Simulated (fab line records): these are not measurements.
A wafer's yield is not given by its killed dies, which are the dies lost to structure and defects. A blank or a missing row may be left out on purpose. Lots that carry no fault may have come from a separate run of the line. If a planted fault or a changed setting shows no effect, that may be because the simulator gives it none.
fab line records ; flow sky130 ; part 2 of 2: steps 43 to 43 of 43
record: lots: 6; wafers: 18; lastDay: 49
route steps=708 shown VIA3@577 METAL4@598 CAP2M@603 PAD_OPEN@708
lots with no fault: from the same line, run without faults
startH: hours from the record's first day to the start of the lot's first wafer shown ; waitH: time in hours since the lot's previous step ; " same as the row above ; L1.1+2: a row that stands for several wafers ; - value missing, or start not given ; * or withheld: withheld ; < > ~ a bound
route shown NAME@n: names a module that has steps shown in the file, with the first one's number in the route ; usual: mean/standard deviation of fault-free wafers ; same: alike in all rows ; chamber/n: place in a boat ; sites: the reading at each site ; _std_site: standard deviation of those values ; _edge_site: outer sites' mean less inner sites' ; radiusMm: for every site, how far away it sits from the centre of the wafer ; mask NAME#n: copy n ; behind: the tool/chamber that last shaped the wafer ; hold: the reason the lot was held/the length of the hold in hours/how it ended ; device: the transistor (n, p or np) that didn't switch ; end of line: the tests these same wafers got at the end of their route ; step lacking rows: just its recipe ; killed: the dies lost at the first sort to structure and to defects; this is not the yield of the wafer ; map: shows each die of a wafer: x if killed, . if not, _ if none is there
set.NAME: the run value of the setting; set.NAME@STEP: its run value at that earlier step ; model.NAME: the simulator's own value behind a step, which no gauge read
a table for each step, a row for each wafer; lots at some steps of the route
services: a tool's chamber out of use, with start hour (startH, from the record's first day; less than 0 if before it), hours out, and reason
== steps ==
step: SKY_PAD_OPEN_PROBE_99
usual: defectLimitedYield: 82.8/2; killed_at_M0_to_M3: 43/7.8; killed_at_M4_up: 3.2/1.9; killedAtContacts: 24/5; killedAtFrontEnd: 14/4.5; killedAtOther: 0.2/0.41; killedDies: 84/9.6; killedOpen: 47/6.9; killedShort: 38/6; sort_bin_3_pad_short: 0.8/0.43; sort_bin_5_function: 10.1/1.4; sort_bin_6_memory: 6.3/1.1; sortNPass: 408/9.6; sortYieldPct: 82.8/2
same: grossDies: 492; killedAtBackSide: 0; sort_bin_4_leakage[%]: 0; sort_bin_8_speed[%]: 0
lot.wafer;tool;chamber;startH;waitH;defectLimitedYield[%];killed_at_M0_to_M3;killed_at_M4_up;killedAtContacts;killedAtFrontEnd;killedAtOther;killedDies;killedOpen;killedShort;sort_bin_3_pad_short[%];sort_bin_5_function[%];sort_bin_6_memory[%];sortNPass;sortYieldPct[%];model.etest.tester.sortNPass;model.etest.tester.sortYieldPct;model.etest.tester.sort_bin_5_pct;model.etest.tester.sort_bin_3_pct
L716.1;prober-01;-;1105.22;0.1;82.1;43;3;28;14;0;88;44;44;0.8;11.0;6.1;404;82.1;404;82.11;10.98;0.813
L716.2;prober-01;-;1105.27;0.1;85.0;36;4;18;15;1;74;40;34;0.2;7.7;7.1;418;85.0;418;84.96;7.724;0.2033
L716.3;prober-01;-;1105.32;0.2;84.1;41;1;24;12;0;78;42;36;0.6;8.9;6.3;414;84.1;414;84.15;8.943;0.6098
L718.2;prober-02;-;1109.50;0.1;82.1;43;6;29;9;1;88;50;38;0.6;10.4;6.9;404;82.1;404;82.11;10.37;0.6098
L718.3;prober-02;-;1109.55;0.2;82.9;36;4;24;20;0;84;46;38;0.6;9.6;6.9;408;82.9;408;82.93;9.553;0.6098
L718.5;prober-02;-;1109.65;0.2;83.5;40;3;30;8;0;81;49;32;0.4;8.1;7.9;411;83.5;411;83.54;8.13;0.4065
L722.3;prober-02;-;1132.20;0.2;77.8;48;2;31;28;0;109;67;42;0.8;11.8;9.6;383;77.8;383;77.85;11.79;0.813
L722.4;prober-02;-;1132.25;0.2;80.7;47;2;25;21;0;95;57;38;0.8;11.8;6.7;397;80.7;397;80.69;11.79;0.813
L722.6;prober-02;-;1132.35;0.2;78.9;61;3;25;15;0;104;59;45;1.6;14.0;5.5;388;78.9;388;78.86;14.02;1.626
L724.1;prober-02;-;1146.70;0.1;78.0;66;3;22;17;0;108;48;32;1.6;13.4;6.9;384;78.0;384;78.05;13.41;1.626
L724.2;prober-02;-;1146.75;0.1;77.0;74;5;20;14;0;113;50;30;1.8;14.0;7.1;379;77.0;379;77.03;14.02;1.829
L724.3;prober-02;-;1146.80;0.2;79.7;64;3;25;8;0;100;39;36;2.4;12.0;5.9;392;79.7;392;79.67;11.99;2.439
L725.1;prober-01;-;1154.16;0.1;79.5;61;3;24;13;0;101;37;31;2.0;11.6;6.9;391;79.5;391;79.47;11.59;2.033
L725.3;prober-01;-;1154.26;0.2;75.6;71;4;23;22;0;120;49;36;1.8;14.8;7.7;372;75.6;372;75.61;14.84;1.829
L725.5;prober-01;-;1154.36;0.2;79.5;66;0;27;8;0;101;39;34;2.4;13.0;5.1;391;79.5;391;79.47;13.01;2.439
L733.1;prober-01;-;1187.67;0.1;83.1;48;2;22;10;1;83;49;34;0.8;9.1;6.9;409;83.1;409;83.13;9.146;0.813
L733.2;prober-01;-;1187.72;0.1;85.4;40;4;18;10;0;72;48;24;0.4;8.3;5.9;420;85.4;420;85.37;8.333;0.4065
L733.5;prober-01;-;1187.87;0.2;82.1;40;5;30;12;1;88;41;47;0.8;11.8;5.3;404;82.1;404;82.11;11.79;0.813
killed by level:class
L716.1 VIA1:geometricParticle:open=10 VIA2:geometricParticle:open=9 LI_CONTACT:geometricParticle:open=8 CONTACT:geometricParticle:short=8 VIA1:geometricParticle:short=5 LI_CONTACT:geometricParticle:short=4 CONTACT:geometricParticle:open=4 METAL1:geometricParticle:short=4
L716.2 VIA1:geometricParticle:short=7 LI_CONTACT:geometricParticle:open=6 VIA3:geometricParticle:open=6 CONTACT:geometricParticle:open=5 VIA2:geometricParticle:open=5 METAL1:geometricParticle:short=4 METAL2:geometricParticle:short=4 FIELD_ISO:geometricParticle:open=3
L716.3 CONTACT:geometricParticle:open=14 VIA1:geometricParticle:open=8 METAL2:geometricParticle:short=6 VIA1:geometricParticle:short=6 CONTACT:geometricParticle:short=5 VIA2:geometricParticle:open=5 VIA3:geometricParticle:short=5 VIA3:geometricParticle:open=4
L718.2 VIA1:geometricParticle:open=10 CONTACT:geometricParticle:open=10 VIA1:geometricParticle:short=7 VIA3:geometricParticle:open=7 LI_CONTACT:geometricParticle:open=6 LOCAL_INTERCONNECT:geometricParticle:short=6 METAL1:geometricParticle:short=5 METAL2:geometricParticle:short=4
L718.3 CONTACT:geometricParticle:open=9 VIA3:geometricParticle:open=8 CONTACT:geometricParticle:short=6 VIA1:geometricParticle:open=6 FIELD_ISO:geometricParticle:open=5 POLY_GATE:geometricParticle:short=5 METAL1:geometricParticle:short=5 VIA2:geometricParticle:open=5
L718.5 VIA1:geometricParticle:open=15 LI_CONTACT:geometricParticle:open=10 CONTACT:geometricParticle:open=10 VIA1:geometricParticle:short=6 CONTACT:geometricParticle:short=5 METAL2:geometricParticle:short=4 VIA2:geometricParticle:open=4 VIA3:geometricParticle:open=4
L722.3 CONTACT:geometricParticle:open=14 FIELD_ISO:geometricParticle:open=10 POLY_GATE:geometricParticle:short=9 VIA2:geometricParticle:open=9 VIA3:geometricParticle:open=9 VIA1:geometricParticle:open=7 FIELD_ISO:geometricParticle:short=6 LI_CONTACT:geometricParticle:open=6
L722.4 VIA1:geometricParticle:open=11 CONTACT:geometricParticle:open=10 FIELD_ISO:geometricParticle:open=9 VIA2:geometricParticle:open=9 VIA3:geometricParticle:open=7 CONTACT:geometricParticle:short=6 VIA1:geometricParticle:short=6 LI_CONTACT:geometricParticle:open=5
L722.6 VIA1:geometricParticle:open=14 VIA2:geometricParticle:open=9 VIA3:geometricParticle:open=8 VIA1:geometricParticle:short=8 LI_CONTACT:geometricParticle:open=7 CONTACT:geometricParticle:open=6 POLY_GATE:geometricParticle:open=6 POLY_GATE:geometricParticle:short=5
L724.1 VIA3:unspecified=28 VIA1:geometricParticle:open=16 CONTACT:geometricParticle:open=10 FIELD_ISO:geometricParticle:short=5 SPACER:geometricParticle:short=4 VIA3:geometricParticle:open=4 LI_CONTACT:geometricParticle:open=4 VIA2:geometricParticle:short=4
L724.2 VIA3:unspecified=33 VIA1:geometricParticle:open=12 CONTACT:geometricParticle:open=8 VIA3:geometricParticle:open=7 FIELD_ISO:geometricParticle:open=5 LI_CONTACT:geometricParticle:open=5 METAL1:geometricParticle:short=5 VIA2:geometricParticle:open=5
L724.3 VIA3:unspecified=25 LI_CONTACT:geometricParticle:open=8 LI_CONTACT:geometricParticle:short=7 VIA3:geometricParticle:open=7 CONTACT:geometricParticle:open=6 VIA1:geometricParticle:open=6 METAL1:geometricParticle:short=5 METAL3:geometricParticle:short=5
L725.1 VIA3:unspecified=33 CONTACT:geometricParticle:open=9 FIELD_ISO:geometricParticle:short=5 LOCAL_INTERCONNECT:geometricParticle:short=5 METAL1:geometricParticle:short=5 VIA1:geometricParticle:open=5 VIA3:geometricParticle:open=5 LI_CONTACT:geometricParticle:open=4
L725.3 VIA3:unspecified=35 VIA1:geometricParticle:open=12 POLY_GATE:geometricParticle:open=8 LI_CONTACT:geometricParticle:open=8 LOCAL_INTERCONNECT:geometricParticle:short=6 VIA3:geometricParticle:open=6 CONTACT:geometricParticle:short=5 METAL1:geometricParticle:short=5
L725.5 VIA3:unspecified=28 METAL1:geometricParticle:short=9 LI_CONTACT:geometricParticle:open=8 VIA1:geometricParticle:open=8 VIA1:geometricParticle:short=7 LOCAL_INTERCONNECT:geometricParticle:short=6 CONTACT:geometricParticle:open=6 FIELD_ISO:geometricParticle:open=5
L733.1 VIA1:geometricParticle:open=13 LI_CONTACT:geometricParticle:open=8 VIA2:geometricParticle:open=8 METAL2:geometricParticle:short=8 CONTACT:geometricParticle:open=6 VIA3:geometricParticle:open=6 CONTACT:geometricParticle:short=5 METAL1:geometricParticle:short=5
L733.2 CONTACT:geometricParticle:open=12 VIA1:geometricParticle:open=12 VIA3:geometricParticle:open=7 FIELD_ISO:geometricParticle:short=5 VIA1:geometricParticle:short=5 METAL1:geometricParticle:short=4 LI_CONTACT:geometricParticle:open=3 VIA2:geometricParticle:open=3
L733.5 VIA1:geometricParticle:open=11 LI_CONTACT:geometricParticle:open=9 METAL1:geometricParticle:short=8 LOCAL_INTERCONNECT:geometricParticle:short=7 CONTACT:geometricParticle:short=6 VIA3:geometricParticle:open=5 CONTACT:geometricParticle:open=5 FIELD_ISO:geometricParticle:short=4
map L724.2 (x killed, . not)
__________.........x_________
________............x._______
______..x...x..........._____
_____.x..x.x.x......xx.x.____
____..xx.x...x.x....xx.x..___
___...........x.......x....__
__............x.xx...x....x._
_........x....x.xx.x...x.x..x
_.............x.x............
_...x........x.....x...x.....
_..x....x...xxx..x..x....x...
_x..............x.x.x..x....x
_................x....x....x.
_.x....x..x.x.........x......
_...x.x..x..........x.x..x...
__x............x....x.xxx..._
___............xxxx.xx.xx.x__
____.....x.....x..xxxxxxxx___
_____..............xxxxxx____
______...x........xxxxxx_____
________x..........xxx_______
__________....xxx..._________
map L725.3 (x killed, . not)
__________.x.xxx...x_________
________x...x.....x..x_______
______.....x...x........_____
_____.......x.x..........____
____.x...x................___
___xx....x..........x.x....__
__.........x..x.x......xx..._
_....xxx....x...........xx...
_.....xx.......xx.xx.........
_..............x..x...x......
_..............x......xx.....
_x.........xx......x....xx..x
_.x...x.....x.x...x..........
_.xx.x....x.....x.x......x...
_.................x.xx.......
__....xx..xx.......xxxxxx..x_
___xx...............xxxxxx.__
____........xx...xxxxxxxxx___
_____.xx...........xxxxxx____
______.x..x.......xxxxxx_____
________..x....x.xxxxx_______
__________x..x......_________
== services ==
tool;chamber;startH;hours;kind
rieDiel-03;0;955.39;4.8;repair
rieMetal-01;-;966.48;0.8;repair
rieMetal-04;-;969.54;1.4;pm
rieMetal-04;0;972.82;4.8;repair
cvdW-02;0;977.91;9.5;repair
pvdSputter-04;-;978.23;4.6;repair
rieDiel-01;2;982.58;4.0;repair
rieDiel-01;1;984.18;3.6;repair
cvdW-02;-;984.61;0.4;repair
pvdSputter-04;-;993.71;3.4;repair
pvdSputter-02;-;998.61;5.5;repair
rieDiel-01;3;999.13;9.9;repair
rieDiel-02;-;1001.13;0.4;repair
pvdSputter-04;-;1023.62;2.4;repair
rieDiel-02;0;1026.80;2.5;repair
cvdW-02;-;1032.11;2.1;repair
rieDiel-03;1;1033.38;76.9;repair
plasmaAsher-02;-;1041.96;2.9;repair
rieDiel-01;0;1042.15;14.0;repair
rieDiel-01;1;1043.56;8.6;repair
cvdW-02;-;1046.51;2.8;pm
plasmaAsher-01;-;1055.25;9.0;pm
pvdSputter-04;-;1059.55;3.9;repair
plasmaAsher-01;-;1070.60;2.8;pm
== key ==
firstSign: step: SKY_PAD_OPEN_PROBE_99; reading: killed_at_M0_to_M3; direction: up; sigmas: 3.1; usual: 43; struck: 67
effect: step: SKY_PAD_OPEN_PROBE_99; reading: sort_bin_3_pad_short; direction: up; sigmas: 2.8; usual: 0.8; struck: 2.0; wafersMoved: 5
modelEffect: step: SKY_PAD_OPEN_PROBE_99; value: etest.tester.sortNPass; without: 411.7; struck: 384.8
metAt SKY_VIA3_STRIP_16
struckWafers L724.1,L724.2,L724.3,L725.1,L725.3,L725.5
onsetBetween 995.52 1012.54
alsoFits SKY_VIA3_ETCH_15:rieDiel-01,SKY_CAP2M_METAL_ETCH_13:rieMetal-01
fault: kind: chamberParticleSource; tool: plasmaAsher-01; chamber: -; onsetH: 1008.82; steps: SKY_VIA3_STRIP_16; ratePerVisitCm2: 0.56307; endH: 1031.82
